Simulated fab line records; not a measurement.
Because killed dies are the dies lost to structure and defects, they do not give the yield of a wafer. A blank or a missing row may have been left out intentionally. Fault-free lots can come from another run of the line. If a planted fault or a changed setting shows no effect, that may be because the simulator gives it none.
Which tool was responsible? | flow gf180mcu | 12 lots with 36 wafers sampled at 4 steps, on a route of 602 steps

== WHAT THE GAUGES SHOWED, per wafer ==
GF_V3_OVL_MEAS_15. Usual: V3_OVL typically reads 0 nm, with standard deviation 6.3.
lot  | measured     | on         | V3_OVL (nm) | flag
L757 | day 21 22:42 | overlay-02 | -1 -2 -3    | 
L759 | day 22 18:43 | overlay-02 | 6 12 4      | 
L763 | day 24 09:41 | overlay-01 | 6 -3 1      | 
L765 | day 24 23:51 | overlay-02 | 3 3 6       | 
L764 | day 25 05:45 | overlay-02 | -18 -8 -9   | 
L766 | day 25 12:47 | overlay-01 | 0 2 8       | 
L772 | day 27 19:17 | overlay-02 | -2 2 2      | 
L774 | day 28 06:22 | overlay-01 | 4 3 8       | 
L775 | day 28 10:54 | overlay-01 | -6 -3 -7    | 
L776 | day 28 22:17 | overlay-01 | 0 4 4       | 
L779 | day 29 10:39 | overlay-01 | -4 -4 -7    | 
L780 | day 29 16:07 | overlay-01 | -2 0 3      | 

== TOOL THAT RAN EACH LOT (tool first, then ch and the chambers of the sampled wafers, then the start) ==
lot  | GF_M2_STRIP_17                      | GF_M3_STRIP_17                      | GF_V3_CVD_02
L757 | plasmaAsher-03 ch 0,1, day 18 17:09 | plasmaAsher-01 ch 0,1, day 20 21:20 | pecvd-03 ch 0,1,2, day 20 22:01
L759 | plasmaAsher-03 ch 1, day 19 15:22   | plasmaAsher-01 ch 0,1, day 21 18:19 | pecvd-01 ch 1,2, day 21 18:59
L763 | plasmaAsher-04 ch 0,1, day 21 06:48 | plasmaAsher-02 ch 1, day 23 09:17   | pecvd-01 ch 1,2, day 23 09:58
L765 | plasmaAsher-03 ch 0,1, day 21 23:49 | plasmaAsher-01 ch 0,1, day 24 00:57 | pecvd-02 ch 0,2, day 24 01:37
L764 | plasmaAsher-03 ch 0,1, day 22 05:12 | plasmaAsher-01 ch 0,1, day 24 06:15 | pecvd-03 ch 0,1,2, day 24 06:55
L766 | plasmaAsher-04 ch 1, day 22 13:10   | plasmaAsher-02 ch 0,1, day 24 13:48 | pecvd-01 ch 0,2, day 24 14:28
L772 | plasmaAsher-02 ch 0, day 25 00:22   | plasmaAsher-02 ch 0,1, day 26 22:25 | pecvd-02 ch 1,2, day 26 23:09
L774 | plasmaAsher-02 ch 0,1, day 25 11:32 | plasmaAsher-01 ch 0,1, day 27 09:03 | pecvd-01 ch 1,2, day 27 10:07
L775 | plasmaAsher-03 ch 0,1, day 25 16:25 | plasmaAsher-03 ch 0,1, day 27 13:20 | pecvd-03 ch 1,2, day 27 14:01
L776 | plasmaAsher-04 ch 0,1, day 26 07:04 | plasmaAsher-01 ch 0,1, day 28 02:29 | pecvd-03 ch 1,2, day 28 03:10
L779 | plasmaAsher-03 ch 1, day 26 19:22   | plasmaAsher-02 ch 0,1, day 28 14:59 | pecvd-01 ch 0,1, day 28 15:41
L780 | plasmaAsher-04 ch 0,1, day 27 01:17 | plasmaAsher-03 ch 0,1, day 28 19:45 | pecvd-02 ch 0,1,2, day 28 20:31
- GF_M2_STRIP_17: strips in O2/N2.
- GF_M3_STRIP_17: strips in O2/N2.
- GF_V3_CVD_02: deposits SiO2 from TEOS, target thk 850 nm, time 94.851 s.

== WHAT THE TOOLS THEMSELVES READ (means of the sampled wafers that have a number; where no wafer has one, the mark that the record gives instead) ==
GF_M2_STRIP_17. Usual: chamberPressureMTorr 1500.2 mTorr, standard deviation 1.4; drypumpMotorCurrentA 5.7 A, standard deviation 0.48; heaterPowerW 318 W, standard deviation 18; oesProductAu 0.537 a.u., standard deviation 0.005; stripTimeToEndpointS 7.39 s, standard deviation 0.042.
lot  | tool           | chamberPressureMTorr (mTorr) | drypumpMotorCurrentA (A) | heaterPowerW (W) | oesProductAu (a.u.) | stripTimeToEndpointS (s) | flag
L757 | plasmaAsher-03 | 1501.7                       | 6.2                      | 301              | 0.539               | 7.36                     | 
L759 | plasmaAsher-03 | 1499.9                       | 5.5                      | 290              | 0.541               | 7.38                     | 
L763 | plasmaAsher-04 | 1499.3                       | 5.6                      | 323              | 0.541               | 7.41                     | 
L765 | plasmaAsher-03 | 1499.9                       | 5.9                      | 300              | 0.529               | 7.30                     | 
L764 | plasmaAsher-03 | 1500.3                       | 5.9                      | 302              | 0.544               | 7.40                     | 
L766 | plasmaAsher-04 | 1500.1                       | 5.7                      | 324              | 0.542               | 7.42                     | 
L772 | plasmaAsher-02 | 1499.6                       | 5.5                      | 351              | 0.539               | 7.39                     | 
L774 | plasmaAsher-02 | 1500.2                       | 5.6                      | 345              | 0.537               | 7.40                     | 
L775 | plasmaAsher-03 | 1501.1                       | 5.9                      | 296              | 0.538               | 7.42                     | 
L776 | plasmaAsher-04 | 1501.5                       | 5.4                      | 326              | 0.533               | 7.41                     | 
L779 | plasmaAsher-03 | 1499.5                       | 5.5                      | 297              | 0.535               | 7.38                     | 
L780 | plasmaAsher-04 | 1501.7                       | 5.6                      | 322              | 0.538               | 7.37                     | 

GF_M3_STRIP_17. Usual: chamberPressureMTorr 1500.0 mTorr, standard deviation 1.2; drypumpMotorCurrentA 5.7 A, standard deviation 0.41; heaterPowerW 328 W, standard deviation 29; oesProductAu 0.537 a.u., standard deviation 0.0051; stripTimeToEndpointS 7.37 s, standard deviation 0.05.
lot  | tool           | chamberPressureMTorr (mTorr) | drypumpMotorCurrentA (A) | heaterPowerW (W) | oesProductAu (a.u.) | stripTimeToEndpointS (s) | flag
L757 | plasmaAsher-01 | 1500.2                       | 5.5                      | 331              | 0.530               | 7.31                     | 
L759 | plasmaAsher-01 | 1500.3                       | 5.5                      | 352              | 0.542               | 7.42                     | 
L763 | plasmaAsher-02 | -                            | -                        | -                | -                   | -                        | OFF
L765 | plasmaAsher-01 | -                            | -                        | -                | -                   | -                        | OFF
L764 | plasmaAsher-01 | -                            | -                        | -                | -                   | -                        | OFF
L766 | plasmaAsher-02 | 1499.6                       | 5.6                      | 346              | 0.531               | 7.36                     | 
L772 | plasmaAsher-02 | 1499.5                       | 5.6                      | 339              | 0.533               | 7.35                     | 
L774 | plasmaAsher-01 | 1499.5                       | 5.5                      | 354              | 0.530               | 7.35                     | 
L775 | plasmaAsher-03 | 1500.9                       | 6.2                      | 306              | 0.543               | 7.43                     | 
L776 | plasmaAsher-01 | 1500.3                       | 5.4                      | 335              | 0.542               | 7.45                     | 
L779 | plasmaAsher-02 | 1501.0                       | 5.6                      | 341              | 0.544               | 7.41                     | 
L780 | plasmaAsher-03 | 1499.2                       | 6.2                      | 304              | 0.535               | 7.27                     | 

GF_V3_CVD_02. Usual: heaterPowerW at 653 W, with a standard deviation of 110.
lot  | tool     | heaterPowerW (W) | flag
L757 | pecvd-03 | 534              | 
L759 | pecvd-01 | 743              | 
L763 | pecvd-01 | 765              | 
L765 | pecvd-02 | 796              | 
L764 | pecvd-03 | 513              | 
L766 | pecvd-01 | 655              | 
L772 | pecvd-02 | 689              | 
L774 | pecvd-01 | 745              | 
L775 | pecvd-03 | 603              | 
L776 | pecvd-03 | 550              | 
L779 | pecvd-01 | 738              | 
L780 | pecvd-02 | 706              | 

== THE ANSWER, worked out from the rows above alone ==
Rule: take the mean of a lot's wafers that have a number; if it is more than 3 standard deviations from the usual mean, the lot is off. A lot without any number at a reading at which 4 lots or more have one is off too. Where the step has rows for the other lots, those lots are counted as sound. The gauges are gone through in route order, then the tools' own readings, and for those a lot's mean is taken as printed above. At the first step where some lot is off, the reading lying furthest off is the one used; lots without a number count as furthest.
Off: L763, L765, L764, at GF_M3_STRIP_17 (chamberPressureMTorr). Without a number there: L763, L765, L764.
If a tool, at that step or one of the process steps before it, ran each lot that is off and ran no sound lot following the first of them, it fits. None of those tried fits.

== WHAT THE SIMULATOR HAD INSERTED ==
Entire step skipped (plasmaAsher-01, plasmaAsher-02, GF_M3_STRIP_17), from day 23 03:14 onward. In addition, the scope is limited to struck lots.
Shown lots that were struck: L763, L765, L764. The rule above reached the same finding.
